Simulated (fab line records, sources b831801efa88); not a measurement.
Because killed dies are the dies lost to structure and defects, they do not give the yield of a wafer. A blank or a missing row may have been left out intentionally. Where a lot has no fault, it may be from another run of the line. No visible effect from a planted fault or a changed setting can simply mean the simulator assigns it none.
Matching of chambers :: flow gf180mcu :: cmp-01 running GF_V2_CMP_04: 4 sister chambers
The step polishes SiO2. 8 wafers are shown with their chamber, then 7 later ones without.

EACH WAFER AND ITS CHAMBER
wafer: L244.2
chamber: 1
motorCurrentA (A): 11.9
timeToEndpointS (s): 69

wafer: L244.3
chamber: 3
motorCurrentA (A): 10.5
timeToEndpointS (s): 70

wafer: L244.6
chamber: 2
motorCurrentA (A): 10.7
timeToEndpointS (s): 70

wafer: L245.2
chamber: 0
motorCurrentA (A): 12.4
timeToEndpointS (s): 73

wafer: L245.5
chamber: 3
motorCurrentA (A): 10.5
timeToEndpointS (s): 78

wafer: L245.6
chamber: 0
motorCurrentA (A): 12.8
timeToEndpointS (s): 78

wafer: L247.1
chamber: 2
motorCurrentA (A): 11.1
timeToEndpointS (s): 65

wafer: L247.3
chamber: 1
motorCurrentA (A): 12.4
timeToEndpointS (s): 71

WAFERS WHOSE CHAMBER IS MISSING
wafer: L247.5
motorCurrentA (A): 10.9
timeToEndpointS (s): 78

wafer: L251.1
motorCurrentA (A): 12.0
timeToEndpointS (s): 76

wafer: L251.2
motorCurrentA (A): 10.4
timeToEndpointS (s): 77

wafer: L251.6
motorCurrentA (A): 10.5
timeToEndpointS (s): 73

wafer: L263.2
motorCurrentA (A): 10.0
timeToEndpointS (s): 83

wafer: L263.4
motorCurrentA (A): 12.6
timeToEndpointS (s): 91

wafer: L263.6
motorCurrentA (A): 10.5
timeToEndpointS (s): 80

WHICH CHAMBER EACH WENT THROUGH
wafer: L247.5
from the rows above: can't be placed: 3 or 2
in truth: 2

wafer: L251.1
from the rows above: can't be placed: 1 or 0
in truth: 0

wafer: L251.2
from the rows above: 3
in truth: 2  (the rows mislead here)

wafer: L251.6
from the rows above: can't be placed: 3 or 2
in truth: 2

wafer: L263.2
from the rows above: 3
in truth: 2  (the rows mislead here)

wafer: L263.4
from the rows above: can't be placed: 0 or 1
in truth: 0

wafer: L263.6
from the rows above: 3
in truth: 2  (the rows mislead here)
Placed correctly: 0 of 7. Not placeable from these rows: 4 (in 4, the candidates include the true chamber). 3 placed wrongly.
How it was worked out, from the rows above alone: a wafer's distance from a chamber is the root of the sum, over the readings, of the square of ((its reading less the chamber's mean) divided by the reading's scatter). The wafer belongs to the nearest chamber; if the next one is less than 2 further off, it can't be placed. The mean given for a chamber averages the wafers shown for that chamber. The scatter is the square root of a quotient: the sum, over the shown wafers, of each reading's squared deviation from its chamber's mean, divided by wafers minus chambers.
